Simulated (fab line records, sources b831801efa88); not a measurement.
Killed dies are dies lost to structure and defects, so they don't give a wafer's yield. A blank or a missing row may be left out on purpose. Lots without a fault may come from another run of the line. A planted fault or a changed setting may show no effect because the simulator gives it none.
Chamber matching | flow sky130 | SKY_FIELD_ISO_ETCH_15 on rie_diel-04: 4 sister chambers
The step etches the open film in CHF3/O2, stops on Si, target depth 180 nm, time 72 s. 4 wafers are shown with their chamber, then 7 later ones without.

WAFERS WITH THEIR CHAMBER
wafer  | chamber | oes_product_au (a.u.)
L079.4 | 0       | 0.953
L086.1 | 3       | 0.948
L088.2 | 1       | 0.934
L088.3 | 2       | 0.935

WAFERS WITHOUT THEIR CHAMBER
wafer  | oes_product_au (a.u.)
L088.4 | 0.943
L092.2 | 0.932
L092.4 | 0.934
L092.5 | 0.938
L096.2 | 0.944
L096.3 | 0.941
L096.6 | 0.938

WHICH CHAMBER EACH WENT THROUGH
wafer  | from the rows above               | in truth
L088.4 | can't be placed: 3 or 2 or 1 or 0 | 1
L092.2 | can't be placed: 1 or 2           | 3
L092.4 | can't be placed: 1 or 2           | 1
L092.5 | can't be placed: 2 or 1 or 3      | 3
L096.2 | can't be placed: 3 or 2 or 0 or 1 | 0
L096.3 | can't be placed: 2 or 1 or 3 or 0 | 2
L096.6 | can't be placed: 2 or 1 or 3      | 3
Placed correctly: 0 of 7. Can't be placed from these rows: 7 (the true chamber is among the candidates in 6). Placed wrongly: 0.
How it was worked out, from the rows above alone: a wafer's distance from a chamber is the root of the sum, over the readings, of the square of ((its reading less the chamber's mean) divided by the reading's scatter). The wafer belongs to the nearest chamber; if the next one is less than 2 further off, it can't be placed. A chamber's mean is the mean of its shown wafers. The scatter: with one shown wafer a chamber, the root of the mean of the squares of how far each hidden wafer lies from its nearest shown one.
